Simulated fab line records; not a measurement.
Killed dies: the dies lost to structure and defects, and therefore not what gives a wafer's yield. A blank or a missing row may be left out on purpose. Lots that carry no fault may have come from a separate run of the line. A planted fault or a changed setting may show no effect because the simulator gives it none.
The same fault as seen by 2 desks    flow sky130    only its own numbers are on each desk; what lay behind them is given at the end

FOR THE TOOL OWNER'S DESK: litho track-02
The tool's own readings at SKY_PAD_OPEN_HMDS_01 (prime time 60 s): means of the sampled wafers that have a number, for each lot that ran on this tool. If a lot's mean is further than 4 standard deviations from the usual mean, the lot is out of limits and carries the mark OUT (the distance appears in the brackets).
Columns: A = chill plate temp C at SKY_PAD_OPEN_HMDS_01, usual 23.00 C; B = prime temp c at SKY_PAD_OPEN_HMDS_01, usual 120.02 C
lot   first seen here  A      B
L341  day 46 01:53     23.10  119.96
L342  day 46 17:20     22.91  119.93
L346  day 47 16:27     23.01  122.17 (+14) OUT
L349  day 48 14:04     23.02  122.11 (+14) OUT
This desk's finding: out of limits on L346, L349; first on L346, day 47 16:27 (prime temp c at SKY_PAD_OPEN_HMDS_01). Within limits: L341, L342.

THE METROLOGY DESK
Means of the sampled wafers that have a number, per lot and without regard to the tool the lot ran on: this is what the gauges read. If a lot's mean is further than 4 standard deviations from the usual mean, the lot is out of limits and carries the mark OUT (the distance appears in the brackets).
Columns: A = METAL3_OVL at SKY_METAL3_OVL_MEAS_14, usual -1 nm; B = PASSIVATION_CVD_00_THK at SKY_PASSIVATION_THK_MEAS_01, usual 90.1 nm
lot   first seen here  A   B
L337  day 38 03:46     4   89.4
L338  day 38 07:08     5   89.9
L339  day 39 00:20     4   90.9
L340  day 39 03:07     2   89.7
L341  day 39 13:13     0   88.9
L342  day 40 09:03     -1  90.4
L343  day 40 14:20     1   90.1
L345  day 41 06:44     -0  90.3
L346  day 41 11:38     -6  89.3
L349  day 42 18:35     1   89.0
L354  day 43 10:22     2   90.3
L360  day 44 22:43     2   89.8
Result from this desk: across the 12 lots, nothing is out of limits.

ALL TOGETHER
The tool owner's desk had the chance to raise an alarm at day 47 16:27 on L346, L349.
At the metrology desk, nothing out of limits was observed.
The metrology desk has L346, L349 on record, within its limits.
Every lot named ran SKY_PAD_OPEN_HMDS_01 on litho track-02.

WHAT THE SIMULATOR HAD PUT IN
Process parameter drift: litho track-02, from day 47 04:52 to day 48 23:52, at SKY_PAD_OPEN_HMDS_01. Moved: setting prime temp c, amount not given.
Shown lots that were struck: L346, L349.
Delay in hours, fault start to first out-of-limits reading, by desk: the tool owner's desk at 12.
